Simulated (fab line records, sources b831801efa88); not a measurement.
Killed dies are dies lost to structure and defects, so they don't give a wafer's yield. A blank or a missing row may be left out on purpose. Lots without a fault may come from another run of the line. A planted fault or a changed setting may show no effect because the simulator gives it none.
Problem report in the 8D (eight disciplines) form, filled by code | flow gf180mcu | the parts of the form that need people (team, actions taken, sign-off) are left out

1. THE PROBLEM
prime_temp_c at GF_M5_HMDS_01 reads a mean of 118.25 C on 6 wafers of 2 lots; wafers without a fault read 119.99 C with a standard deviation of 0.15. That is -12 standard deviations from the usual mean.
The step: prime time 60 s.
First seen on wafer L390.1, day 30 10:44, on litho_track-02. The record holds 39 wafers of 13 lots with a number at this step. Rule for "out", or "out of limits": more than 4 standard deviations from the usual mean. The other wafers with a number count as sound.

2. WHAT IT IS AND WHAT IT IS NOT
question                    | is                     | is not
which readings at this step | prime_temp_c           | -
which lots                  | L390, L392             | L377, L378, L382, L383, L384, L387, L394, L395, L396, L397, L398
which wafers of those lots  | all that have a number | -
read on which tools         | litho_track-02         | litho_track-01, litho_track-03
when                        | from day 30 10:44      | up to then (18 sound wafers); but 15 sound wafers of L394, L395, L396, L397, L398 came after

3. SUSPECTS, AND WHAT RULES EACH OUT
Counting: a tool at a process step up to the reading stays a suspect if it ran every lot that is out and no sound lot after the first of them.
- rie_diel-01 at GF_V3_ETCH_17 (etches SiO2 in C4F8/O2/Ar, stops on TiN, target depth 635 nm): ruled out as a lasting fault. Sound lots L398 ran on it after its first lot that is out, L390 (day 29 08:11). GF_V3_ETCH_17 gives no start for some lots, so the hours and the order of its lots are those of GF_MIM_RS_MEAS_10.
- litho_track-02 at GF_M5_HMDS_01 (prime time 60 s): kept. It ran every lot that is out, first L390 (day 30 10:44), and no sound lot after that; its last sound lot up to then is L387 (day 29 18:49). Its own readings are out on those wafers: prime_temp_c.
Left after counting: litho_track-02 at GF_M5_HMDS_01.

4. THE CAUSE (what the simulator had put in)
Process parameter drift: litho_track-02, from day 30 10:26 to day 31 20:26, at GF_M5_HMDS_01. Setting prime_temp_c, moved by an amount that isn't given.
Counting left only this tool.

5. THE CHAIN OF EFFECTS, in route order
Each row: a reading whose mean over the struck wafers that have a number lies more than 3 standard deviations from the usual. Only readings for which the record gives a usual standard deviation are gone through. hours: the time from each lot's start at the first step in this table that gives one to its start at this step, as a median over the lots. sigmas: the change in usual standard deviations.
hours | step          | reading      | usual    | on struck wafers | change | sigmas
0     | GF_M5_HMDS_01 | prime_temp_c | 119.99 C | 118.25           | -1.74  | -12
The process steps in it:
- GF_M5_HMDS_01: prime time 60 s.

6. WHAT WOULD HAVE CAUGHT IT SOONER
In this record the first reading out of limits was taken at day 30 10:44, 0 hours after the fault began at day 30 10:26.
